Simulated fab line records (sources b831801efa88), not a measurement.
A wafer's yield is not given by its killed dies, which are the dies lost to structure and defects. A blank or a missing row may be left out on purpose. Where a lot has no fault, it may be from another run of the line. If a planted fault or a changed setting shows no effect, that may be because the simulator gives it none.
fab line records	flow sky130
[record] lots = 24	wafers = 72	lastDay = 51
route steps=708 shown LDD_N@254 LOCAL_INTERCONNECT@401 CONTACT@425 METAL1@454 METAL2@484
lots that met no fault: taken from a fault-free run of the same line
startH: hours from the record's opening day to when the first of the lot's shown wafers began	waitH: hours from the lot's prior step to this one	" same as the row above	L1.1+2: several wafers, shown together as one row	- either no value or no given start	* or withheld: withheld	< > ~ a bound
route shown NAME@n: a module of which the file shows steps, and the number in the route of the first	usual: mean and standard deviation over wafers with no fault	same: alike in all rows	chamber/n: place in a boat	sites: each site's reading	_std_site: standard deviation of those values	_edge_site: mean of outer sites minus mean of inner sites	radiusMm: how far each site lies from the wafer's centre	mask NAME#n: copy n	behind: the most recent tool/chamber to have shaped the wafer	hold: why the lot went on hold/how many hours it stayed there/how the hold came to an end	device: whichever transistor did not switch (one of n, p or np)	end of line: at the end of the route, the tests of the same wafers	a step given without rows: its recipe and nothing more	killed: dies that structure and defects cost at the first sort, which is not the same as the wafer's yield	map: a wafer's dies, x killed, . not, _ none there
set.NAME: the setting the step ran with; set.NAME@STEP: the setting that earlier step ran with	model.NAME: the simulator's own value behind a step, which no gauge read
a sample of lots followed through the steps of the route, with each step as a table and each wafer as a row
services: when a tool's chamber went out of use (startH, in hours from the record's first day, below 0 if earlier), for how many hours, and the reason
[[steps]]
[step SKY_LDD_N_TW_MEAS_17]
[usual] LDD_N_TW = 2594/31
lot.wafer	tool	chamber	startH	waitH	LDD_N_TW
L074.2	filmMetro-02	-	391.48	0.1	2587
L074.3	"	-	"	"	2578
L074.6	"	-	"	"	2581
L075.4	filmMetro-04	-	411.18	0.1	2583
L075.5	"	-	"	"	2574
L075.6	"	-	"	"	2570
L076.1	filmMetro-03	-	414.80	0.1	2639
L076.2	"	-	"	"	2624
L076.5	"	-	"	"	2618
L077.4	filmMetro-04	-	428.48	0.1	2571
L077.5	"	-	"	"	2564
L077.6	"	-	"	"	2591
L078.3	filmMetro-02	-	442.67	0.1	2568
L078.4	"	-	"	"	2576
L078.6	"	-	"	"	2567
L079.4	filmMetro-03	-	451.75	0.1	2642
L079.5	"	-	"	"	2660
L079.6	"	-	"	"	2639
L080.1	filmMetro-02	-	465.57	0.1	2565
L080.4	"	-	"	"	2578
L080.5	"	-	"	"	2556
L081.3	filmMetro-04	-	465.82	0.1	2572
L081.5	"	-	"	"	2573
L081.6	"	-	"	"	2568
L082.3	filmMetro-02	-	474.27	0.1	2580
L082.5	"	-	"	"	2576
L082.6	"	-	"	"	2576
L083.1	filmMetro-02	-	482.85	0.1	2553
L083.3	"	-	"	"	2565
L083.5	"	-	"	"	2560
L084.1	filmMetro-03	-	496.82	0.1	2622
L084.3	"	-	"	"	2604
L084.5	"	-	"	"	2626
L086.1	filmMetro-03	-	505.67	0.1	2620
L086.3	"	-	"	"	2635
L086.6	"	-	"	"	2627
L085.1	filmMetro-04	-	510.32	0.1	2595
L085.2	"	-	"	"	2595
L085.4	"	-	"	"	2600
L087.2	filmMetro-04	-	521.78	0.1	2597
L087.4	"	-	"	"	2599
L087.6	"	-	"	"	2597
L088.2	filmMetro-03	-	522.86	0.1	2635
L088.3	"	-	"	"	2620
L088.6	"	-	"	"	2641
L089.2	filmMetro-04	-	545.76	0.1	2565
L089.5	"	-	"	"	2568
L089.6	"	-	"	"	2561
L090.2	filmMetro-03	-	555.88	0.1	2666
L090.3	"	-	"	"	2650
L090.4	"	-	"	"	2654
L091.2	filmMetro-04	-	560.91	0.1	2591
L091.3	"	-	"	"	2586
L091.5	"	-	"	"	2604
L092.2	filmMetro-02	-	569.51	0.1	2574
L092.4	"	-	"	"	2577
L092.5	"	-	"	"	2577
L093.2	filmMetro-02	-	570.63	0.1	2564
L093.3	"	-	"	"	2572
L093.6	"	-	"	"	2567
L094.1	filmMetro-02	-	579.37	0.1	2553
L094.2	"	-	"	"	2564
L094.3	"	-	"	"	2573
L095.1	filmMetro-03	-	586.15	0.1	2655
L095.5	"	-	"	"	2658
L095.6	"	-	"	"	2639
L097.1	filmMetro-04	-	617.40	0.1	2602
L097.4	"	-	"	"	2601
L097.5	"	-	"	"	2591
L096.1	filmMetro-02	-	648.25	0.1	2577
L096.2	"	-	"	"	2577
L096.6	"	-	"	"	2566
[step SKY_LOCAL_INTERCONNECT_METAL_ETCH_14]
[recipe] targetDepthNm = 110	stopOn = PSG	chemistry = Cl2/BCl3	target = TiN	resistSidewallDeg = 88	pressureMtorr = 10	icpW = 900	biasW = 48.5	Cl2_flow_sccm = 60	bcl3FlowSccm = 30	timeS = 31.4
[usual] drypumpMotorCurrentA = 5.8/0.32	mfcCl2Sccm = 59.98/0.21	oesProductAu = 0.964/0.008	throttleValvePct = 21.886/0.0097
lot.wafer	tool	chamber	startH	waitH	drypumpMotorCurrentA	mfcCl2Sccm	oesProductAu	rfHoursCounterH	throttleValvePct
L074.2	rieMetal-03	1	697.35	0.0	5.9	60.26	0.959	5	21.887
L074.3	"	1	"	"	5.9	60.27	0.959	-	21.889
L074.6	"	0	"	"	6.3	59.94	0.955	-	21.879
L075.4	rieMetal-04	0	716.17	0.0	5.4	60.00	0.979	-	21.877
L075.5	"	0	"	"	5.4	59.92	0.969	-	21.884
L075.6	"	1	"	"	5.4	59.72	0.973	-	21.906
L076.1	rieMetal-04	0	718.95	0.0	5.4	59.59	0.968	11	21.894
L076.2	"	1	"	"	5.4	60.07	0.965	3	21.891
L076.5	"	1	"	"	5.3	59.84	0.973	-	21.873
L077.4	rieMetal-01	0	732.57	0.0	6.0	60.20	0.958	-	21.922
L077.5	"	1	"	"	5.5	59.46	0.966	-	21.898
L077.6	"	0	"	"	5.9	60.26	0.976	-	21.884
L078.3	rieMetal-03	1	763.75	0.1	6.0	59.58	0.960	-	21.889
L078.4	"	1	"	"	5.9	59.50	0.962	-	21.884
L078.6	"	1	"	"	5.9	59.91	0.964	-	21.881
L079.4	rieMetal-04	0	764.37	0.0	5.4	59.94	0.973	-	21.872
L079.5	"	0	"	"	5.4	59.81	0.963	-	21.881
L079.6	"	1	"	"	5.4	60.03	0.971	-	21.877
L080.1	rieMetal-01	1	764.70	0.0	5.5	59.65	0.958	15	21.886
L080.4	"	0	"	"	6.0	59.73	0.965	-	21.875
L080.5	"	0	"	"	6.0	59.84	0.950	-	21.879
L081.3	rieMetal-03	1	765.75	0.1	5.9	60.12	0.969	-	21.887
L081.5	"	1	"	"	5.9	60.61	0.960	-	21.895
L081.6	"	1	"	"	5.9	60.28	0.948	-	21.876
L082.3	rieMetal-04	1	771.56	0.0	5.4	59.68	0.971	-	21.869
L082.5	"	1	"	"	5.4	59.86	0.967	-	21.873
L082.6	"	0	"	"	5.4	59.87	0.977	-	21.878
L083.1	rieMetal-03	0	780.55	0.0	6.3	60.12	0.951	0	21.892
L083.3	"	0	"	"	6.2	60.13	0.952	-	21.883
L083.5	"	1	"	"	5.9	60.23	0.964	-	21.890
L084.1	rieMetal-01	0	792.95	0.1	6.0	60.02	0.955	11	21.880
L084.3	"	0	"	"	6.0	60.10	0.965	-	21.904
L084.5	"	0	"	"	6.0	60.17	0.957	-	21.885
L086.1	rieMetal-01	0	801.06	0.1	6.0	59.91	0.969	12	21.909
L086.3	"	0	"	"	6.0	60.04	0.961	-	21.895
L086.6	"	0	"	"	6.0	59.77	0.973	-	21.890
L085.1	rieMetal-03	0	804.90	0.0	6.2	59.73	0.967	1	21.875
L085.2	"	1	"	"	6.0	59.64	0.977	10	21.889
L085.4	"	1	"	"	5.9	59.78	0.961	-	21.881
L087.2	rieMetal-04	1	813.98	0.0	5.4	59.66	0.959	6	21.889
L087.4	"	0	"	"	5.4	59.86	0.963	-	21.885
L087.6	"	0	"	"	5.3	59.80	0.957	-	21.875
L088.2	rieMetal-01	0	814.66	0.1	6.0	60.13	0.952	12	21.905
L088.3	"	1	"	"	5.4	60.03	0.957	-	21.893
L088.6	"	0	"	"	6.0	59.91	0.956	-	21.897
L089.2	rieMetal-03	0	834.48	0.0	6.3	60.33	0.968	2	21.891
L089.5	"	0	"	"	6.2	60.02	0.960	-	21.884
L089.6	"	1	"	"	6.0	60.30	0.969	-	21.889
L090.2	rieMetal-04	1	841.93	0.0	5.4	59.93	0.980	7	21.895
L090.3	"	1	"	"	5.4	60.33	0.966	-	21.885
L090.4	"	0	"	"	5.4	59.80	0.977	-	21.880
L091.2	rieMetal-03	0	847.33	0.0	6.3	60.10	0.967	2	21.877
L091.3	"	0	"	"	6.2	59.98	0.968	-	21.895
L091.5	"	1	"	"	5.9	59.93	0.966	-	21.881
L092.2	rieMetal-04	1	853.10	0.0	5.4	59.89	0.968	7	21.887
L092.4	"	0	"	"	5.4	60.06	0.974	-	21.878
L092.5	"	0	"	"	5.4	60.26	0.967	-	21.899
L093.2	rieMetal-01	1	853.65	0.0	5.5	60.04	0.953	2	21.887
L093.3	"	1	"	"	5.5	60.21	0.954	-	21.889
L093.6	"	0	"	"	6.0	59.73	0.960	-	21.893
L094.1	rieMetal-01	1	860.96	0.1	5.5	59.89	0.942	2	21.904
L094.2	"	1	"	"	5.5	60.00	0.967	-	21.884
L094.3	"	1	"	"	5.5	60.00	0.962	-	21.896
L095.1	rieMetal-03	1	867.70	0.0	5.9	59.78	0.957	12	21.879
L095.5	"	0	"	"	6.3	59.76	0.963	-	21.887
L095.6	"	1	"	"	6.0	60.04	0.965	-	21.883
L097.1	rieMetal-01	0	895.20	0.0	6.0	60.21	0.959	16	21.888
L097.4	"	1	"	"	5.5	60.06	0.968	-	21.895
L097.5	"	1	"	"	5.5	59.88	0.963	-	21.874
L096.1	rieMetal-01	0	923.35	0.0	6.0	60.01	0.969	17	21.892
L096.2	"	1	"	"	5.5	60.32	0.973	5	21.878
L096.6	"	1	"	"	5.5	59.91	0.967	-	21.887
[step SKY_LOCAL_INTERCONNECT_STRIP_15]
[recipe] chemistry = O2/N2	powerW = 1400	pressureMtorr = 1500	platenTempC = withheld	o2FlowSccm = 3000	n2FlowSccm = 300	overashFraction = 0.5
[usual] drypumpMotorCurrentA = 6.0/0.38	oesProductAu = 0.427/0.0046	stripTimeToEndpointS = 4.720/0.021
lot.wafer	tool	chamber	startH	waitH	drypumpMotorCurrentA	oesProductAu	rfHoursCounterH	stripTimeToEndpointS
L074.2	plasmaAsher-01	0	697.40	0.0	6.3	0.424	26	4.726
L074.3	"	0	"	"	6.3	0.438	-	4.718
L074.6	"	1	"	"	5.6	0.430	-	4.722
L075.4	plasmaAsher-01	1	716.24	0.1	5.6	0.432	-	4.719
L075.5	"	0	"	"	6.3	0.434	-	4.713
L075.6	"	1	"	"	5.6	0.430	-	4.734
L076.1	plasmaAsher-03	1	719.00	0.0	6.4	0.427	98	4.690
L076.2	"	0	"	"	5.4	0.423	98	4.730
L076.5	"	1	"	"	6.4	0.431	-	4.722
L077.4	plasmaAsher-02	0	732.64	0.1	6.0	0.432	-	4.780
L077.5	"	1	"	"	6.3	0.429	-	4.776
L077.6	"	0	"	"	6.1	0.424	-	4.756
L078.3	plasmaAsher-01	0	763.85	0.1	6.3	0.424	-	4.724
L078.4	"	1	"	"	5.6	0.431	-	4.701
L078.6	"	1	"	"	5.6	0.421	-	4.737
L079.4	plasmaAsher-03	0	764.44	0.1	5.5	0.431	-	4.736
L079.5	"	1	"	"	6.4	0.427	-	4.712
L079.6	"	0	"	"	5.4	0.423	-	4.731
L080.1	plasmaAsher-02	0	764.75	0.0	6.1	0.427	95	4.751
L080.4	"	0	"	"	6.1	0.421	-	4.762
L080.5	"	1	"	"	6.2	0.429	-	4.739
L081.3	plasmaAsher-03	0	765.85	0.1	5.4	0.429	-	4.713
L081.5	"	0	"	"	5.4	0.423	-	4.717
L081.6	"	1	"	"	6.4	0.426	-	4.735
L082.3	plasmaAsher-03	0	771.63	0.1	5.4	0.427	-	4.720
L082.5	"	1	"	"	6.4	0.425	-	4.753
L082.6	"	0	"	"	5.4	0.426	-	4.701
L083.1	plasmaAsher-02	1	780.60	0.0	6.2	0.420	97	4.721
L083.3	"	1	"	"	6.2	0.425	-	4.690
L083.5	"	1	"	"	6.3	0.432	-	4.707
L084.1	plasmaAsher-03	1	793.05	0.1	6.4	0.428	4	4.729
L084.3	"	1	"	"	6.4	0.427	-	4.731
L084.5	"	0	"	"	5.5	0.430	-	4.745
L086.1	plasmaAsher-01	0	801.17	0.1	6.3	0.416	37	4.699
L086.3	"	0	"	"	6.3	0.416	-	4.685
L086.6	"	1	"	"	5.6	0.426	-	4.711
L085.1	plasmaAsher-03	1	804.95	0.0	6.5	0.424	4	4.726
L085.2	"	0	"	"	5.5	0.423	4	4.727
L085.4	"	0	"	"	5.5	0.431	-	4.740
L087.2	plasmaAsher-01	1	814.04	0.0	5.6	0.427	38	4.703
L087.4	"	0	"	"	6.3	0.425	-	4.693
L087.6	"	0	"	"	6.3	0.422	-	4.722
L088.2	plasmaAsher-02	1	814.72	0.0	6.2	0.427	101	4.722
L088.3	"	1	"	"	6.3	0.416	-	4.699
L088.6	"	0	"	"	6.1	0.426	-	4.720
L089.2	plasmaAsher-01	1	834.54	0.0	5.6	0.422	41	4.698
L089.5	"	1	"	"	5.6	0.433	-	4.720
L089.6	"	0	"	"	6.3	0.433	-	4.712
L090.2	plasmaAsher-01	0	841.99	0.0	6.3	0.422	41	4.707
L090.3	"	1	"	"	5.6	0.427	-	4.692
L090.4	"	0	"	"	6.3	0.414	-	4.691
L091.2	plasmaAsher-03	0	847.39	0.0	5.5	0.433	9	4.718
L091.3	"	0	"	"	5.5	0.425	-	4.694
L091.5	"	1	"	"	6.5	0.420	-	4.720
L092.2	plasmaAsher-01	0	853.15	0.0	6.3	0.429	42	4.726
L092.4	"	1	"	"	5.6	0.419	-	4.712
L092.5	"	0	"	"	6.3	0.434	-	4.723
L093.2	plasmaAsher-03	0	853.70	0.0	5.4	0.428	10	4.742
L093.3	"	1	"	"	6.4	0.422	-	4.728
L093.6	"	1	"	"	6.4	0.425	-	4.737
L094.1	plasmaAsher-02	1	861.07	0.1	6.2	0.433	105	4.706
L094.2	"	0	"	"	6.1	0.426	105	4.709
L094.3	"	1	"	"	6.2	0.417	-	4.703
L095.1	plasmaAsher-02	1	867.75	0.0	6.3	0.428	106	4.741
L095.5	"	0	"	"	6.1	0.427	-	4.699
L095.6	"	1	"	"	6.3	0.423	-	4.719
L097.1	plasmaAsher-03	1	895.25	0.0	6.4	0.435	14	4.750
L097.4	"	0	"	"	5.4	0.429	-	4.726
L097.5	"	1	"	"	6.5	0.428	-	4.748
L096.1	plasmaAsher-02	0	923.40	0.0	6.1	0.436	112	4.684
L096.2	"	1	"	"	6.2	0.423	112	4.671
L096.6	"	1	"	"	6.2	0.426	-	4.678
[step SKY_CONTACT_STRIP_19]
[recipe] chemistry = O2/N2	powerW = 1400	pressureMtorr = 1500	platenTempC = withheld	o2FlowSccm = 3000	n2FlowSccm = 300	overashFraction = 0.5
[usual] drypumpMotorCurrentA = 5.8/0.44	oesProductAu = 0.381/0.0044	stripTimeToEndpointS = 3.621/0.026
lot.wafer	tool	chamber	startH	waitH	drypumpMotorCurrentA	oesProductAu	rfHoursCounterH	stripTimeToEndpointS
L074.2	plasmaAsher-02	1	727.07	-	6.2	0.382	91	3.613
L074.3	"	0	"	"	6.1	0.376	-	3.611
L074.6	"	1	"	"	6.3	0.378	-	3.651
L075.4	plasmaAsher-04	0	745.40	-	5.1	0.378	-	3.637
L075.5	"	0	"	"	5.1	0.388	-	3.629
L075.6	"	1	"	"	5.6	0.381	-	3.672
L076.1	plasmaAsher-04	0	748.42	-	5.1	0.389	62	3.607
L076.2	"	1	"	"	5.6	0.389	62	3.604
L076.5	"	0	"	"	5.1	0.376	-	3.606
L077.4	plasmaAsher-01	0	761.84	-	6.3	0.383	-	3.601
L077.5	"	0	"	"	6.3	0.379	-	3.600
L077.6	"	1	"	"	5.6	0.376	-	3.609
L078.3	plasmaAsher-01	1	791.44	-	5.6	0.387	-	3.618
L078.4	"	0	"	"	6.3	0.383	-	3.658
L078.6	"	1	"	"	5.6	0.385	-	3.634
L079.4	plasmaAsher-04	0	792.64	-	5.1	0.383	-	3.637
L079.5	"	1	"	"	5.6	0.382	-	3.681
L079.6	"	0	"	"	5.1	0.383	-	3.637
L080.1	plasmaAsher-01	1	792.95	-	5.6	0.390	36	3.617
L080.4	"	1	"	"	5.6	0.378	-	3.612
L080.5	"	0	"	"	6.3	0.378	-	3.631
L081.3	plasmaAsher-04	1	794.30	-	5.6	0.379	-	3.619
L081.5	"	1	"	"	5.6	0.378	-	3.664
L081.6	"	0	"	"	5.1	0.386	-	3.666
L082.3	plasmaAsher-04	1	800.04	-	5.6	0.386	-	3.617
L082.5	"	0	"	"	5.1	0.377	-	3.636
L082.6	"	1	"	"	5.6	0.387	-	3.634
L083.1	plasmaAsher-02	1	808.77	-	6.2	0.367	100	3.645
L083.3	"	1	"	"	6.2	0.388	-	3.615
L083.5	"	1	"	"	6.3	0.382	-	3.645
L084.1	plasmaAsher-01	1	821.30	-	5.6	0.372	39	3.591
L084.3	"	0	"	"	6.3	0.383	-	3.627
L084.5	"	1	"	"	5.6	0.382	-	3.619
L086.1	plasmaAsher-01	1	829.72	-	5.6	0.386	40	3.613
L086.3	"	0	"	"	6.3	0.383	-	3.665
L086.6	"	1	"	"	5.6	0.382	-	3.644
L085.1	plasmaAsher-02	0	833.09	-	6.1	0.382	103	3.642
L085.2	"	1	"	"	6.2	0.385	103	3.623
L085.4	"	1	"	"	6.2	0.375	-	3.594
L087.2	plasmaAsher-04	0	841.45	-	5.1	0.381	71	3.640
L087.4	"	0	"	"	5.1	0.376	-	3.599
L087.6	"	1	"	"	5.6	0.381	-	3.590
L088.2	plasmaAsher-02	1	842.35	-	6.2	0.382	104	3.607
L088.3	"	1	"	"	6.2	0.376	-	3.622
L088.6	"	0	"	"	6.1	0.380	-	3.590
L089.2	plasmaAsher-04	1	861.65	-	5.6	0.375	73	3.636
L089.5	"	0	"	"	5.0	0.389	-	3.618
L089.6	"	1	"	"	5.6	0.380	-	3.620
L090.2	plasmaAsher-01	0	869.20	-	6.3	0.382	44	3.590
L090.3	"	0	"	"	6.3	0.385	-	3.618
L090.4	"	1	"	"	5.6	0.374	-	3.645
L091.2	plasmaAsher-01	1	874.45	-	5.6	0.379	45	3.627
L091.3	"	0	"	"	6.3	0.384	-	3.611
L091.5	"	1	"	"	5.6	0.382	-	3.646
L092.2	plasmaAsher-02	0	879.27	-	6.1	0.380	107	3.619
L092.4	"	0	"	"	6.1	0.374	-	3.604
L092.5	"	1	"	"	6.2	0.381	-	3.619
L093.2	plasmaAsher-04	1	880.75	-	5.6	0.383	75	3.609
L093.3	"	0	"	"	5.1	0.378	-	3.603
L093.6	"	1	"	"	5.6	0.383	-	3.598
L094.1	plasmaAsher-01	1	888.90	-	5.6	0.375	46	3.600
L094.2	"	0	"	"	6.3	0.379	46	3.641
L094.3	"	1	"	"	5.6	0.378	-	3.583
L095.1	plasmaAsher-04	0	895.52	-	5.1	0.374	77	3.594
L095.5	"	0	"	"	5.1	0.374	-	3.568
L095.6	"	1	"	"	5.6	0.383	-	3.578
L097.1	plasmaAsher-02	0	922.00	-	6.1	0.377	111	3.603
L097.4	"	0	"	"	6.1	0.384	-	3.613
L097.5	"	1	"	"	6.3	0.378	-	3.588
L096.1	plasmaAsher-04	0	949.75	-	5.1	0.387	82	3.637
L096.2	"	1	"	"	5.6	0.378	82	3.612
L096.6	"	0	"	"	5.0	0.379	-	3.634
[step SKY_METAL1_STRIP_20]
[recipe] chemistry = O2/N2	powerW = 1400	pressureMtorr = 1500	platenTempC = withheld	o2FlowSccm = 3000	n2FlowSccm = 300	overashFraction = 0.5
[usual] drypumpMotorCurrentA = 5.8/0.47	oesProductAu = 0.341/0.0046	stripTimeToEndpointS = 2.660/0.026
lot.wafer	tool	chamber	startH	waitH	drypumpMotorCurrentA	oesProductAu	rfHoursCounterH	stripTimeToEndpointS
L074.2	plasmaAsher-03	0	756.61	0.1	5.4	0.338	1	2.663
L074.3	"	0	"	"	5.4	0.341	-	2.615
L074.6	"	0	"	"	5.4	0.340	-	2.614
L075.4	plasmaAsher-03	0	774.76	0.1	5.5	0.346	-	2.702
L075.5	"	1	"	"	6.4	0.336	-	2.657
L075.6	"	0	"	"	5.5	0.346	-	2.661
L076.1	plasmaAsher-02	1	775.66	0.1	6.2	0.338	96	2.694
L076.2	"	0	"	"	6.1	0.345	96	2.652
L076.5	"	1	"	"	6.2	0.334	-	2.706
L077.4	plasmaAsher-04	1	789.99	0.1	5.6	0.334	-	2.658
L077.5	"	0	"	"	5.1	0.332	-	2.645
L077.6	"	1	"	"	5.6	0.341	-	2.659
L078.3	plasmaAsher-02	0	820.19	0.1	6.1	0.343	-	2.718
L078.4	"	1	"	"	6.2	0.337	-	2.658
L078.6	"	1	"	"	6.3	0.339	-	2.650
L079.4	plasmaAsher-02	0	820.69	0.1	6.1	0.351	-	2.648
L079.5	"	0	"	"	6.1	0.341	-	2.642
L079.6	"	1	"	"	6.2	0.333	-	2.642
L080.1	plasmaAsher-03	0	821.01	0.1	5.5	0.345	6	2.715
L080.4	"	0	"	"	5.5	0.345	-	2.671
L080.5	"	0	"	"	5.5	0.335	-	2.628
L081.3	plasmaAsher-02	0	822.86	0.1	6.1	0.340	-	2.676
L081.5	"	1	"	"	6.2	0.338	-	2.699
L081.6	"	0	"	"	6.1	0.343	-	2.666
L082.3	plasmaAsher-02	0	828.51	0.1	6.1	0.342	-	2.652
L082.5	"	0	"	"	6.1	0.337	-	2.680
L082.6	"	1	"	"	6.2	0.337	-	2.652
L083.1	plasmaAsher-03	0	836.66	0.1	5.4	0.344	8	2.683
L083.3	"	1	"	"	6.4	0.343	-	2.665
L083.5	"	0	"	"	5.4	0.344	-	2.683
L084.1	plasmaAsher-02	0	849.02	0.1	6.1	0.336	104	2.670
L084.3	"	0	"	"	6.1	0.344	-	2.690
L084.5	"	0	"	"	6.1	0.347	-	2.695
L086.1	plasmaAsher-04	1	857.87	0.1	5.6	0.337	73	2.649
L086.3	"	1	"	"	5.6	0.345	-	2.687
L086.6	"	0	"	"	5.1	0.340	-	2.649
L085.1	plasmaAsher-04	1	860.45	0.1	5.6	0.341	73	2.683
L085.2	"	0	"	"	5.1	0.337	73	2.651
L085.4	"	1	"	"	5.6	0.340	-	2.631
L087.2	plasmaAsher-02	1	868.77	0.1	6.2	0.339	106	2.620
L087.4	"	1	"	"	6.3	0.347	-	2.651
L087.6	"	0	"	"	6.1	0.347	-	2.649
L088.2	plasmaAsher-04	1	870.50	0.1	5.6	0.332	74	2.619
L088.3	"	1	"	"	5.6	0.345	-	2.618
L088.6	"	0	"	"	5.1	0.343	-	2.622
L089.2	plasmaAsher-04	0	889.90	0.1	5.1	0.344	76	2.677
L089.5	"	1	"	"	5.6	0.337	-	2.704
L089.6	"	0	"	"	5.1	0.346	-	2.690
L090.2	plasmaAsher-02	1	897.97	0.1	6.3	0.345	109	2.639
L090.3	"	1	"	"	6.3	0.342	-	2.658
L090.4	"	0	"	"	6.1	0.344	-	2.647
L091.2	plasmaAsher-03	1	902.12	0.1	6.4	0.337	14	2.645
L091.3	"	0	"	"	5.5	0.339	-	2.617
L091.5	"	0	"	"	5.4	0.340	-	2.633
L092.2	plasmaAsher-02	0	906.75	0.1	6.1	0.347	110	2.659
L092.4	"	0	"	"	6.1	0.346	-	2.675
L092.5	"	1	"	"	6.3	0.340	-	2.681
L093.2	plasmaAsher-04	1	908.32	0.1	5.6	0.337	78	2.654
L093.3	"	0	"	"	5.0	0.334	-	2.631
L093.6	"	0	"	"	5.0	0.341	-	2.651
L094.1	plasmaAsher-04	0	915.99	0.1	5.1	0.343	79	2.655
L094.2	"	1	"	"	5.6	0.339	79	2.673
L094.3	"	0	"	"	5.1	0.352	-	2.655
L095.1	plasmaAsher-03	0	922.94	0.1	5.4	0.343	16	2.673
L095.5	"	1	"	"	6.4	0.331	-	2.670
L095.6	"	0	"	"	5.4	0.345	-	2.662
L097.1	plasmaAsher-04	0	948.26	0.1	5.1	0.341	82	2.627
L097.4	"	0	"	"	5.1	0.339	-	2.623
L097.5	"	1	"	"	5.6	0.340	-	2.601
L096.1	plasmaAsher-03	1	975.77	0.1	6.4	0.348	22	2.634
L096.2	"	0	"	"	5.4	0.334	22	2.625
L096.6	"	0	"	"	5.4	0.338	-	2.647
[step SKY_METAL2_SPUTTER_01]
[recipe] material = TiN	targetThkNm = 20	powerW = 6500	timeS = 16.7	chamberPressurePa = 0.4
[usual] throttleValvePct = 30.4/1.2
lot.wafer	tool	chamber	startH	waitH	throttleValvePct
L074.2	pvdSputter-04	-	785.67	0.0	29.5
L074.3	"	-	"	"	29.1
L074.6	"	-	"	"	29.3
L075.4	pvdSputter-04	-	804.04	0.0	30.5
L075.5	"	-	"	"	31.1
L075.6	"	-	"	"	29.1
L076.1	pvdSputter-02	-	804.69	0.0	31.8
L076.2	"	-	"	"	30.2
L076.5	"	-	"	"	31.1
L077.4	pvdSputter-03	-	818.84	0.0	32.7
L077.5	"	-	"	"	30.9
L077.6	"	-	"	"	29.6
L078.3	pvdSputter-02	-	848.56	0.0	30.3
L078.4	"	-	"	"	31.5
L078.6	"	-	"	"	30.1
L079.4	pvdSputter-04	-	848.82	0.0	29.0
L079.5	"	-	"	"	30.9
L079.6	"	-	"	"	30.3
L080.1	pvdSputter-03	-	849.51	0.0	32.8
L080.4	"	-	"	"	31.0
L080.5	"	-	"	"	29.3
L081.3	pvdSputter-02	-	851.44	0.0	28.1
L081.5	"	-	"	"	30.1
L081.6	"	-	"	"	28.0
L082.3	pvdSputter-04	-	856.27	0.0	29.5
L082.5	"	-	"	"	31.1
L082.6	"	-	"	"	29.2
L083.1	pvdSputter-02	-	864.90	0.0	31.7
L083.3	"	-	"	"	28.2
L083.5	"	-	"	"	31.6
L084.1	pvdSputter-02	-	877.24	0.0	31.5
L084.3	"	-	"	"	29.8
L084.5	"	-	"	"	31.3
L086.1	pvdSputter-03	-	886.35	0.0	29.6
L086.3	"	-	"	"	30.9
L086.6	"	-	"	"	30.9
L085.1	pvdSputter-04	-	889.28	0.0	30.5
L085.2	"	-	"	"	31.0
L085.4	"	-	"	"	29.8
L087.2	pvdSputter-04	-	897.91	0.0	29.1
L087.4	"	-	"	"	30.9
L087.6	"	-	"	"	29.2
L088.2	pvdSputter-04	-	899.48	0.0	31.0
L088.3	"	-	"	"	29.0
L088.6	"	-	"	"	30.6
L089.2	pvdSputter-02	-	917.78	0.0	31.2
L089.5	"	-	"	"	28.0
L089.6	"	-	"	"	31.9
L090.2	pvdSputter-02	-	925.42	0.0	28.2
L090.3	"	-	"	"	31.6
L090.4	"	-	"	"	30.3
L091.2	pvdSputter-02	-	929.32	0.0	28.5
L091.3	"	-	"	"	31.1
L091.5	"	-	"	"	31.6
L092.2	pvdSputter-03	-	933.38	0.0	32.7
L092.4	"	-	"	"	30.9
L092.5	"	-	"	"	29.7
L093.2	pvdSputter-04	-	935.74	0.0	29.6
L093.3	"	-	"	"	30.6
L093.6	"	-	"	"	29.1
L094.1	pvdSputter-04	-	944.18	0.0	31.1
L094.2	"	-	"	"	29.5
L094.3	"	-	"	"	29.3
L095.1	pvdSputter-03	-	950.43	0.0	31.5
L095.5	"	-	"	"	32.9
L095.6	"	-	"	"	31.3
L097.1	pvdSputter-04	-	975.18	0.0	31.2
L097.4	"	-	"	"	29.5
L097.5	"	-	"	"	30.7
L096.1	pvdSputter-04	-	1001.55	0.0	30.7
L096.2	"	-	"	"	29.4
L096.6	"	-	"	"	29.5
[[services]]
tool	chamber	startH	hours	kind
pvdSputter-04	-	683.31	1.7	repair
rieMetal-04	-	708.01	0.7	repair
plasmaAsher-04	-	733.73	3.3	repair
plasmaAsher-03	-	733.75	9.0	pm
rieMetal-01	-	752.38	0.6	repair
pvdSputter-04	-	758.18	18.6	repair
plasmaAsher-03	-	780.13	10.7	pm
plasmaAsher-02	-	790.70	1.5	repair
plasmaAsher-03	-	794.42	5.7	repair
plasmaAsher-04	-	820.76	11.2	pm
rieMetal-01	0	857.80	6.0	repair
pvdSputter-04	-	861.83	0.6	repair
plasmaAsher-02	-	872.38	2.8	repair
pvdSputter-04	-	890.03	5.5	repair
plasmaAsher-03	-	892.02	2.8	pm
plasmaAsher-03	-	897.16	3.2	repair
pvdSputter-04	-	916.67	18.9	repair
plasmaAsher-01	-	920.76	10.1	pm
rieMetal-03	-	958.82	1.4	repair
plasmaAsher-01	-	960.72	0.6	repair
plasmaAsher-02	-	965.61	9.3	repair
plasmaAsher-01	-	968.31	3.0	repair
pvdSputter-04	-	977.28	4.2	repair
pvdSputter-04	-	983.30	3.3	repair
[[key]]
fault none
